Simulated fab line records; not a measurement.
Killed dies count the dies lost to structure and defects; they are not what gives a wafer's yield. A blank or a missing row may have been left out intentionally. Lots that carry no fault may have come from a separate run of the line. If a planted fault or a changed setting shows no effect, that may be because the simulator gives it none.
8D (eight disciplines) problem report, filled in by code ; flow sky130 ; the parts of the form that need people (team, actions taken, sign-off) are left out

## 1. WHAT WENT WRONG
Mean VIA1_W_RS at SKY_VIA1_RS_MEAS_22: 0.328 ohm/sq over 3 wafers in 3 lots; fault-free wafers: 0.430 ohm/sq, standard deviation 0.0046. Measured from the usual mean, that is -22 standard deviations.
The step: measures by four-point-probe.
First observed at day 39 22:47: wafer L186.3, on filmMetro-02. The record holds 30 wafers of 10 lots with a number at this step. Rule for "out" (also "out of limits"): further than 4 standard deviations from the usual mean. All remaining wafers that have a number are taken as sound.

## 2. WHAT IT IS, AND WHAT IT ISN'T
question;is;is not
which readings at this step;VIA1_W_RS;-
which lots;L186, L187, L188;L173, L175, L176, L179, L181, L185, L193
which wafers of those lots;L186.3, L187.2, L188.4;L186.1, L186.4, L187.4, L187.5, L188.1, L188.6
read on which gauges;filmMetro-01, filmMetro-02;filmMetro-04
when;from day 39 22:47;"up to then (20 sound wafers); but 7 sound wafers of L187, L188, L193 came after"

## 3. SUSPECTS, AND WHAT RULES EACH OUT
Counting: if a tool at a process step up to the reading ran every lot that is out, it stays a suspect. Sound lots after the first of them don't rule it out here, since some wafers of a struck lot are sound.
- the gauge at SKY_VIA1_RS_MEAS_22 is ruled out. 2 gauges (filmMetro-01, filmMetro-02) read the wafers that are out.
- cvdW-02 at SKY_VIA1_CVD_21 (deposits W, target thk 270 nm, time 80.902 s): kept. It processed each lot that is out (first: L186, day 39 22:41); up to then, its last sound lot is L185 (day 39 10:35).
- At SKY_VIA1_CVD_21 on cvdW-02, chamber 1 took the sound wafers of the same lots and chamber 0 took the wafers that are out.
The count leaves cvdW-02 at SKY_VIA1_CVD_21.

## 4. THE CAUSE (what the simulator had put in)
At SKY_VIA1_CVD_21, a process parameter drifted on cvdW-02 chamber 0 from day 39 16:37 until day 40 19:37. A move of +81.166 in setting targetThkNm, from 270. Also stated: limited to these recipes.
After counting, this tool was the only one left.

## 5. THE CHAIN OF EFFECTS, in route order
Each row: a reading whose mean over the struck wafers that have a number lies more than 3 standard deviations from the usual. Only readings whose record carries a usual standard deviation are examined. hours: median over the lots of the time between each lot's start at the first step of this table that gives one and its start at this step. sigmas: the change, counted in usual standard deviations.
hours;step;reading;usual;on struck wafers;change;sigmas
0;SKY_VIA1_RS_MEAS_22;VIA1_W_RS;0.430 ohm/sq;0.328;-0.102;-22
0;SKY_VIA1_THK_MEAS_23;VIA1_W_THK;264.5 nm;345.2;+80.7;+28
0;SKY_VIA1_CMP_24;timeToEndpointS;65 s;80;+15;+4.6
Process steps it contains:
- SKY_VIA1_CMP_24: polishes, stops on SiO2, t overpolish 15 s, target thk 0 nm.

## 6. HOW IT WOULD HAVE BEEN CAUGHT EARLIER
The first out-of-limits reading at a measuring or inspecting step in this record came at day 39 22:47, 6 hours after the fault's start at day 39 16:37.
Tool readings at SKY_VIA1_CVD_21 with a usual standard deviation given in the record: none out on any struck wafer, hence no alarm at a limit of 4 standard deviations on them.
Of the lots that are out (3), L187, L188 began SKY_VIA1_CVD_21 on cvdW-02 after day 39 22:47. A hold on the tool at that time would have spared those 2.
